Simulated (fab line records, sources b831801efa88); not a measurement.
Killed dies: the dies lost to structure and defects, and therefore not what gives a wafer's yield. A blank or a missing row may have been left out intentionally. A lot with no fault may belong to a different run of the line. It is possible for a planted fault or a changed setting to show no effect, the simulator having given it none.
Which tool is to blame?    flow gf180mcu    14 lots with 42 wafers sampled at 4 steps, on a route of 602 steps

== WHAT THE GAUGES SHOWED, per wafer ==
GF_STI_THK_MEAS_30. Usual: STI_OXIDATION_02_THK 10.02 nm, standard deviation 0.19.
lot   measured     on             STI_OXIDATION_02_THK (nm)  flag
L506  day 2 07:54  film_metro-01  10.09 10.18 9.95           
L507  day 2 12:25  film_metro-04  10.28 10.14 10.22          
L509  day 2 21:14  film_metro-04  10.28 10.23 10.24          
L510  day 3 02:42  film_metro-01  10.39 10.46 10.42          
L511  day 3 07:00  film_metro-01  9.86 9.95 9.77             
L512  day 3 15:14  film_metro-04  9.78 9.87 9.80             
L513  day 3 20:14  film_metro-02  10.39 10.38 10.32          
L515  day 4 03:10  film_metro-04  10.26 10.14 10.09          
L516  day 4 10:25  film_metro-01  9.60 9.92 9.69             
L520  day 5 06:55  film_metro-02  10.10 10.19 10.23          
L523  day 5 23:11  film_metro-01  10.26 10.18 10.14          
L525  day 6 08:26  film_metro-04  9.92 9.93 9.92             
L528  day 6 23:08  film_metro-02  9.78 9.81 9.86             
L529  day 7 07:41  film_metro-04  9.96 9.87 9.83             

GF_NWELL_OVL_MEAS_07. Usual: NWELL_OVL 0.8 nm, standard deviation 1.3.
lot   measured     on          NWELL_OVL (nm)  flag
L506  day 3 07:52  overlay-01  -0.8 0.3 1.2    
L507  day 3 13:25  overlay-02  0.6 0.0 -0.1    
L509  day 3 23:18  overlay-01  1.3 1.0 0.5     
L510  day 4 04:19  overlay-01  0.7 -1.5 -0.6   
L511  day 4 08:43  overlay-02  1.0 0.3 0.5     
L512  day 4 17:10  overlay-01  0.5 2.1 1.1     
L513  day 4 23:58  overlay-01  -1.1 -0.2 0.6   
L515  day 5 06:25  overlay-02  0.0 -1.6 -0.4   
L516  day 5 15:22  overlay-01  1.4 3.3 1.1     
L520  day 6 12:40  overlay-02  0.3 0.7 0.9     
L523  day 7 06:22  overlay-01  0.9 1.7 0.2     
L525  day 7 16:52  overlay-01  -0.5 -0.1 -1.4  
L528  day 8 07:13  overlay-01  1.5 1.3 2.4     
L529  day 8 16:22  overlay-01  1.7 3.1 2.0     

GF_MVPSD_OVL_MEAS_07. Usual: MVPSD_OVL -0.8 nm, standard deviation 1.4.
lot   measured      on          MVPSD_OVL (nm)  flag
L506  day 5 00:28   overlay-01  -0.8 1.7 0.0    
L507  day 5 06:40   overlay-01  -0.1 0.2 -0.7   
L509  day 5 18:25   overlay-02  -0.9 -0.2 -0.7  
L510  day 5 23:59   overlay-01  0.0 1.7 1.2     
L511  day 6 03:49   overlay-02  -1.2 -1.3 -1.3  
L512  day 6 15:10   overlay-02  1.7 1.4 0.7     
L513  day 6 21:13   overlay-01  -0.8 -1.8 -2.4  
L515  day 7 05:38   overlay-01  -1.5 -0.8 -0.8  
L516  day 7 14:03   overlay-01  -0.1 0.9 -0.5   
L520  day 8 13:35   overlay-02  1.3 0.3 0.9     
L523  day 9 07:56   overlay-02  -1.1 -0.7 -1.1  
L525  day 9 19:56   overlay-01  -1.1 -0.7 -0.6  
L528  day 10 10:34  overlay-02  -2.5 -3.4 -1.7  
L529  day 10 20:13  overlay-02  0.3 -0.5 -0.6   

== TOOL THAT RAN EACH LOT (tool first, then ch and the chambers of the sampled wafers, then the start) ==
lot   GF_MVSD_STRIP_10
L506  plasma_asher-04 ch 0, day 4 10:29
L507  plasma_asher-04 ch 0,1, day 4 16:20
L509  plasma_asher-01 ch 0,1, day 5 03:34
L510  plasma_asher-02 ch 0,1, day 5 08:53
L511  plasma_asher-01 ch 0,1, day 5 13:02
L512  plasma_asher-01 ch 0,1, day 5 23:44
L513  plasma_asher-02 ch 0,1, day 6 05:44
L515  plasma_asher-04 ch 0,1, day 6 14:20
L516  plasma_asher-01 ch 0,1, day 6 22:47
L520  plasma_asher-02 ch 1, day 7 21:32
L523  plasma_asher-02 ch 0,1, day 8 15:59
L525  plasma_asher-02 ch 0,1, day 9 02:23
L528  plasma_asher-02 ch 0,1, day 9 17:15
L529  plasma_asher-02 ch 0,1, day 10 02:44
- GF_MVSD_STRIP_10: strips in O2/N2.

== AS READ BY THE TOOLS THEMSELVES (means over the sampled wafers that have a number; for cases with no such wafer, the mark the record gives instead) ==
GF_MVSD_STRIP_10. Usual: drypump_motor_current_A 5.8 A, standard deviation 0.53; heater_power_w 327 W, standard deviation 26; o2_flow_sccm 2999 sccm, standard deviation 8.9; oes_product_au 0.723 a.u., standard deviation 0.0052; strip_time_to_endpoint_s 36.97 s, standard deviation 0.12.
lot   tool             drypump_motor_current_A (A)  heater_power_w (W)  o2_flow_sccm (sccm)  oes_product_au (a.u.)  strip_time_to_endpoint_s (s)  flag
L506  plasma_asher-04  6.7                          323                 3012                 0.719                  36.87                         
L507  plasma_asher-04  6.0                          338                 3006                 0.728                  37.24                         
L509  plasma_asher-01  5.7                          306                 3004                 0.722                  36.95                         
L510  plasma_asher-02  5.8                          324                 3000                 0.722                  36.80                         
L511  plasma_asher-01  5.7                          303                 2996                 0.719                  36.82                         
L512  plasma_asher-01  5.7                          312                 2597                 0.722                  37.42                         OFF
L513  plasma_asher-02  6.0                          341                 2993                 0.724                  37.05                         
L515  plasma_asher-04  6.0                          337                 2998                 0.718                  36.96                         
L516  plasma_asher-01  5.7                          299                 2801                 0.719                  37.18                         OFF
L520  plasma_asher-02  6.2                          358                 2992                 0.719                  37.06                         
L523  plasma_asher-02  6.0                          342                 3002                 0.721                  36.83                         
L525  plasma_asher-02  6.0                          345                 2995                 0.725                  37.06                         
L528  plasma_asher-02  6.0                          344                 2992                 0.726                  36.94                         
L529  plasma_asher-02  6.0                          347                 2998                 0.726                  36.97                         

== THE ANSWER, worked out from the rows above alone ==
Rule: take the mean of a lot's wafers that have a number; if it is more than 3 standard deviations from the usual mean, the lot is off. A lot without any number at a reading at which 4 lots or more have one is off too. The other lots that the step has rows for count as sound. Order of review: gauges by route order, followed by the tools' own readings, for which a lot's mean as printed above is used. At the first step where some lot is off, the reading lying furthest off is the one used; lots without a number count as furthest.
Off: L512, L516 (GF_MVSD_STRIP_10, o2_flow_sccm).
If a tool, at that step or one of the process steps before it, ran each lot that is off and ran no sound lot following the first of them, it fits. One candidate fits, namely plasma_asher-01 at GF_MVSD_STRIP_10. A fault onset in the window from L511 (day 5 13:02, its last sound lot) to L512 (day 5 23:44, its first lot off) fits.
On the lots that are off, the tool's own readings at GF_MVSD_STRIP_10 differ by more than 5 times the standard deviation of the sound lots' means, which bears it out; o2_flow_sccm reads 2699 sccm there versus 2999 sccm on the sound lots.

== WHAT THE SIMULATOR PUT IN ==
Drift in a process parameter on plasma_asher-01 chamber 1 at GF_MVSD_STRIP_10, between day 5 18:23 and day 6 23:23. Setting o2_flow_sccm shifted by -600 from 3000. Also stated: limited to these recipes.
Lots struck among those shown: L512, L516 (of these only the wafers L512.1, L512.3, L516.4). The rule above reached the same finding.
